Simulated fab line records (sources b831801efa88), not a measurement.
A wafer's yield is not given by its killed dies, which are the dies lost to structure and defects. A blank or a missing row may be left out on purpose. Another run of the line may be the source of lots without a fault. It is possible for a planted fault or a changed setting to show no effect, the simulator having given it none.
Commonality check across tools || flow gf180mcu || 39 wafers sampled across 13 lots

## THE REASON FOR OPENING IT
Of 13 lots, 2 have the reading VT_IMPLANT_4_TW flagged at GF_VT_IMPLANT_TW_MEAS_43. Wafers without a fault read 692, standard deviation 3.9.
Rule: a lot is flagged when every wafer of it that has a number lies more than 4 standard deviations from that mean, or none has a number. As for the other lots, they are considered sound.

{"lot": "L667", "measured": "day 7 13:23", "on": "film metro-02", "VT_IMPLANT_4_TW, wafer by wafer": "692 691 687", "flag": ""}
{"lot": "L669", "measured": "day 8 04:01", "on": "film metro-03", "VT_IMPLANT_4_TW, wafer by wafer": "699 695 697", "flag": ""}
{"lot": "L670", "measured": "day 8 11:43", "on": "film metro-03", "VT_IMPLANT_4_TW, wafer by wafer": "700 695 696", "flag": ""}
{"lot": "L671", "measured": "day 8 19:58", "on": "film metro-04", "VT_IMPLANT_4_TW, wafer by wafer": "690 689 687", "flag": ""}
{"lot": "L676", "measured": "day 10 06:27", "on": "film metro-04", "VT_IMPLANT_4_TW, wafer by wafer": "617 614 619", "flag": "FLAGGED"}
{"lot": "L679", "measured": "day 11 03:43", "on": "film metro-03", "VT_IMPLANT_4_TW, wafer by wafer": "620 620 621", "flag": "FLAGGED"}
{"lot": "L683", "measured": "day 12 05:12", "on": "film metro-03", "VT_IMPLANT_4_TW, wafer by wafer": "692 692 691", "flag": ""}
{"lot": "L684", "measured": "day 12 10:59", "on": "film metro-03", "VT_IMPLANT_4_TW, wafer by wafer": "697 699 696", "flag": ""}
{"lot": "L685", "measured": "day 12 20:13", "on": "film metro-04", "VT_IMPLANT_4_TW, wafer by wafer": "697 691 695", "flag": ""}
{"lot": "L686", "measured": "day 13 00:42", "on": "film metro-03", "VT_IMPLANT_4_TW, wafer by wafer": "690 692 689", "flag": ""}
{"lot": "L688", "measured": "day 13 14:34", "on": "film metro-02", "VT_IMPLANT_4_TW, wafer by wafer": "694 685 687", "flag": ""}
{"lot": "L689", "measured": "day 13 21:43", "on": "film metro-02", "VT_IMPLANT_4_TW, wafer by wafer": "686 689 687", "flag": ""}
{"lot": "L690", "measured": "day 14 03:14", "on": "film metro-03", "VT_IMPLANT_4_TW, wafer by wafer": "691 691 691", "flag": ""}
The numbers of the flagged lots are 618 on average: -74 against the usual, or -19 standard deviations.

## EACH LOT AND THE TOOL IT RAN ON
The record holds 2 process steps before the reading, out of a route of 602 steps. Each cell gives the tool, then ch followed by the chambers the sampled wafers passed through, then the start.
{"lot": "L667", "flag": "", "GF_LVPWELL_STRIP_10": "plasma asher-02 ch 1, day 3 20:34", "GF_VT_IMPLANT_IMPLANT_41": "implanter-03 ch 0, day 7 13:08"}
{"lot": "L669", "flag": "", "GF_LVPWELL_STRIP_10": "plasma asher-02 ch 0,1, day 4 07:58", "GF_VT_IMPLANT_IMPLANT_41": "implanter-03 ch 0, day 8 03:47"}
{"lot": "L670", "flag": "", "GF_LVPWELL_STRIP_10": "plasma asher-04 ch 0,1, day 4 13:58", "GF_VT_IMPLANT_IMPLANT_41": "implanter-03 ch 0, day 8 11:29"}
{"lot": "L671", "flag": "", "GF_LVPWELL_STRIP_10": "plasma asher-04 ch 0,1, day 4 20:22", "GF_VT_IMPLANT_IMPLANT_41": "implanter-04 ch 0, day 8 19:43"}
{"lot": "L676", "flag": "FLAGGED", "GF_LVPWELL_STRIP_10": "plasma asher-02 ch 0,1, day 6 00:51", "GF_VT_IMPLANT_IMPLANT_41": "implanter-01 ch 0, day 10 06:14"}
{"lot": "L679", "flag": "FLAGGED", "GF_LVPWELL_STRIP_10": "plasma asher-03 ch 0,1, day 6 19:55", "GF_VT_IMPLANT_IMPLANT_41": "implanter-01 ch 0, day 11 03:28"}
{"lot": "L683", "flag": "", "GF_LVPWELL_STRIP_10": "plasma asher-04 ch 0,1, day 7 16:22", "GF_VT_IMPLANT_IMPLANT_41": "implanter-04 ch 0, day 12 04:57"}
{"lot": "L684", "flag": "", "GF_LVPWELL_STRIP_10": "plasma asher-03 ch 0,1, day 7 23:25", "GF_VT_IMPLANT_IMPLANT_41": "implanter-04 ch 0, day 12 10:44"}
{"lot": "L685", "flag": "", "GF_LVPWELL_STRIP_10": "plasma asher-02 ch 0,1, day 8 05:58", "GF_VT_IMPLANT_IMPLANT_41": "implanter-03 ch 0, day 12 19:58"}
{"lot": "L686", "flag": "", "GF_LVPWELL_STRIP_10": "plasma asher-04 ch 0,1, day 8 09:36", "GF_VT_IMPLANT_IMPLANT_41": "implanter-03 ch 0, day 13 00:29"}
{"lot": "L688", "flag": "", "GF_LVPWELL_STRIP_10": "plasma asher-03 ch 0, day 8 20:10", "GF_VT_IMPLANT_IMPLANT_41": "implanter-04 ch 0, day 13 14:20"}
{"lot": "L689", "flag": "", "GF_LVPWELL_STRIP_10": "plasma asher-04 ch 1, day 9 04:01", "GF_VT_IMPLANT_IMPLANT_41": "implanter-01 ch 0, day 13 21:29"}
{"lot": "L690", "flag": "", "GF_LVPWELL_STRIP_10": "plasma asher-03 ch 0,1, day 9 08:22", "GF_VT_IMPLANT_IMPLANT_41": "implanter-04 ch 0, day 14 02:59"}
What is done by these steps:
- GF_LVPWELL_STRIP_10: strips in O2/N2.
- GF_VT_IMPLANT_IMPLANT_41
- GF_VT_IMPLANT_TW_MEAS_43

## FLAGGED OVER TOTAL, TOOL BY TOOL (the gauges that took the reading come last)
{"step": "GF_LVPWELL_STRIP_10", "tool": "plasma asher-02", "lots run": 4, "flagged": 1, "share of the flagged lots": "some", "sound lots run after its first flagged lot": "1 (L685)"}
{"step": "GF_LVPWELL_STRIP_10", "tool": "plasma asher-03", "lots run": 4, "flagged": 1, "share of the flagged lots": "some", "sound lots run after its first flagged lot": "3 (L684,L688,L690)"}
{"step": "GF_LVPWELL_STRIP_10", "tool": "plasma asher-04", "lots run": 5, "flagged": 0, "share of the flagged lots": "none", "sound lots run after its first flagged lot": "-"}
{"step": "GF_VT_IMPLANT_IMPLANT_41", "tool": "implanter-01", "lots run": 3, "flagged": 2, "share of the flagged lots": "all", "sound lots run after its first flagged lot": "1 (L689)"}
{"step": "GF_VT_IMPLANT_IMPLANT_41", "tool": "implanter-03", "lots run": 5, "flagged": 0, "share of the flagged lots": "none", "sound lots run after its first flagged lot": "-"}
{"step": "GF_VT_IMPLANT_IMPLANT_41", "tool": "implanter-04", "lots run": 5, "flagged": 0, "share of the flagged lots": "none", "sound lots run after its first flagged lot": "-"}
{"step": "GF_VT_IMPLANT_TW_MEAS_43", "tool": "film metro-02", "lots run": 3, "flagged": 0, "share of the flagged lots": "none", "sound lots run after its first flagged lot": "-"}
{"step": "GF_VT_IMPLANT_TW_MEAS_43", "tool": "film metro-03", "lots run": 7, "flagged": 1, "share of the flagged lots": "some", "sound lots run after its first flagged lot": "4 (L683,L684,L686,L690)"}
{"step": "GF_VT_IMPLANT_TW_MEAS_43", "tool": "film metro-04", "lots run": 3, "flagged": 1, "share of the flagged lots": "some", "sound lots run after its first flagged lot": "1 (L685)"}

## WHAT THE TABLE ALLOWS
In the table, 1 row covers all flagged lots: implanter-01 at GF_VT_IMPLANT_IMPLANT_41.
- implanter-01 at GF_VT_IMPLANT_IMPLANT_41 ran 3 lots, 2 of them flagged. Sound lots ran on it after the first flagged one (L689), which a lasting fault on the whole tool wouldn't allow. Its own readings (tilt deg) fall more than 4 standard deviations out on all wafers of the flagged lots.
None of the table's rows ran every flagged lot and, after the first, no sound lot.

## WHAT WAS PUT IN BY THE SIMULATOR
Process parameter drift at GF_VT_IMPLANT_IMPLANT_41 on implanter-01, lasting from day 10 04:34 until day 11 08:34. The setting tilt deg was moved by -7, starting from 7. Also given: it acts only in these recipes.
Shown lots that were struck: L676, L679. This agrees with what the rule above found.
